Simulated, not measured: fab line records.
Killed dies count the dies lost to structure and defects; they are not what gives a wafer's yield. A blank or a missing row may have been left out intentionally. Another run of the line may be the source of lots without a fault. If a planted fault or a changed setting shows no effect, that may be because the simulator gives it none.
What tool caused it? | flow sky130 | 7 lots with 21 wafers sampled at 2 steps, on a route of 708 steps

## WHAT THE GAUGES SHOWED, per wafer
SKY_VIA3_BOW_MEAS_03.
lot  | measured     | on            | VIA3_BOW (um)
L837 | day 39 22:10 | film-metro-03 | 143 139 142
L840 | day 40 00:07 | film-metro-03 | 140 152 149
L843 | day 40 20:55 | film-metro-03 | 97 80 84
L846 | day 41 13:45 | film-metro-04 | 74 86 73
L849 | day 42 05:39 | film-metro-01 | 70 76 84
L852 | day 43 08:08 | film-metro-04 | 79 98 88
L856 | day 44 09:57 | film-metro-01 | 67 84 75

## WHICH TOOL RAN EACH LOT (tool, then ch and the chambers of the sampled wafers, then the start)
lot  | SKY_VIA3_CMP_02
L837 | cmp-01 ch 1,2,3, day 39 21:57
L840 | cmp-01 ch 0,1,3, day 39 23:48
L843 | cmp-02 ch 0,1,2, day 40 20:38
L846 | cmp-02 ch 2,3, day 41 13:26
L849 | cmp-01 ch 0,2,3, day 42 05:27
L852 | cmp-01 ch 0,1,3, day 43 07:56
L856 | cmp-02 ch 0,3, day 44 09:42
- SKY_VIA3_CMP_02: polishes SiO2.

## THE ANSWER, worked out from the rows above alone
Rule: what is usual is taken from the lots themselves. Put in order of their means at a reading, lots are off if they are a third of the lots or fewer, leave a main group of 4 or more, and stand apart from it by a gap of 3 or more times the standard deviation of the main group's means; of several such gaps the widest counts. A main group is skipped when, at the precision printed for the reading in the tables above, its means are all equal. A lot without any number at a reading at which 4 lots or more have one is off too. Where the step has rows for the other lots, those lots are counted as sound.
Off: at SKY_VIA3_BOW_MEAS_03 (VIA3_BOW), L837, L840. For the main group the mean is 81 um and the standard deviation 5.5.
If a tool, at a process step before that reading, ran all the lots that are off and no sound lot after the first of them, it fits. Those tools and the gauges at SKY_VIA3_BOW_MEAS_03 are tried in the same way. No candidate that was tried fits.

## WHAT WAS PUT IN BY THE SIMULATOR
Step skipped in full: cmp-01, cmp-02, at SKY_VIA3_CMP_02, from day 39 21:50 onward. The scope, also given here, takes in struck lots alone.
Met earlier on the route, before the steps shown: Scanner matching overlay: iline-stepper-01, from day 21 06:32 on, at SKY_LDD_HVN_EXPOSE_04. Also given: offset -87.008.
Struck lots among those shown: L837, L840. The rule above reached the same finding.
